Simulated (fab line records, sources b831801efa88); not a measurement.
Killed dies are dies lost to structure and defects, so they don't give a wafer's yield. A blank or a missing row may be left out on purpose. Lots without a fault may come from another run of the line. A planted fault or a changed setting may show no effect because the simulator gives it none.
Problem report in the 8D (eight disciplines) form, filled by code | flow gf180mcu | the parts of the form that need people (team, actions taken, sign-off) are left out

1. THE PROBLEM
strip_time_to_endpoint_s at GF_NWELL_STRIP_10 reads a mean of 25.91 s on 6 wafers of 2 lots; wafers without a fault read 36.91 s with a standard deviation of 0.11. That is -99 or more standard deviations from the usual mean.
The step: strips in O2/N2.
First seen on wafer L491.2, day 4 18:04, on plasma_asher-01. The record holds 39 wafers of 13 lots with a number at this step. Rule for "out", or "out of limits": more than 4 standard deviations from the usual mean. The other wafers with a number count as sound.

2. WHAT IT IS AND WHAT IT IS NOT
question                    | is                               | is not
which readings at this step | strip_time_to_endpoint_s         | drypump_motor_current_A, heater_power_w, oes_product_au
which lots                  | L491, L496                       | L485, L486, L487, L488, L489, L500, L501, L503, L504, L506, L507
which wafers of those lots  | all that have a number           | -
read on which tools         | plasma_asher-01, plasma_asher-02 | plasma_asher-03
when                        | from day 4 18:04                 | up to then (15 sound wafers); but 18 sound wafers of L500, L501, L503, L504, L506, L507 came after

3. SUSPECTS, AND WHAT RULES EACH OUT
Counting: a tool at a process step up to the reading stays a suspect if it ran every lot that is out and no sound lot after the first of them.
- litho_track-02 at GF_NWELL_COAT_02 (resist thk 3000 nm): kept. It ran every lot that is out, first L491 (day 4 10:23), and no sound lot after that; its last sound lot up to then is L487 (day 3 10:59).
Left after counting: litho_track-02 at GF_NWELL_COAT_02.

4. THE CAUSE (what the simulator had put in)
Process parameter drift: litho_track-02, from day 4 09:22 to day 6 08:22, at GF_NWELL_COAT_02. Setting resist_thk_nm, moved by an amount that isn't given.
Counting left only this tool.

5. THE CHAIN OF EFFECTS, in route order
Each row: a reading whose mean over the struck wafers that have a number lies more than 3 standard deviations from the usual. Only readings for which the record gives a usual standard deviation are gone through. hours: the time from each lot's start at the first step in this table that gives one to its start at this step, as a median over the lots. sigmas: the change in usual standard deviations.
hours | step              | reading                  | usual   | on struck wafers | change | sigmas
0     | GF_NWELL_STRIP_10 | strip_time_to_endpoint_s | 36.91 s | 25.91            | -11.00 | -99 or more
The process steps in it:
- GF_NWELL_STRIP_10: strips in O2/N2.
Later measuring or inspecting steps at which every struck wafer that the step has a row for has a number for every such reading, and none has moved that far: GF_VT_IMPLANT_RS_MEAS_46.

6. WHAT WOULD HAVE CAUGHT IT SOONER
In this record the first reading out of limits was taken at day 4 18:04, 9 hours after the fault began at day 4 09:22.
Of the lots that are out (2), L496 began GF_NWELL_COAT_02 on litho_track-02 after day 4 18:04. A hold on the tool at that time would have spared it.
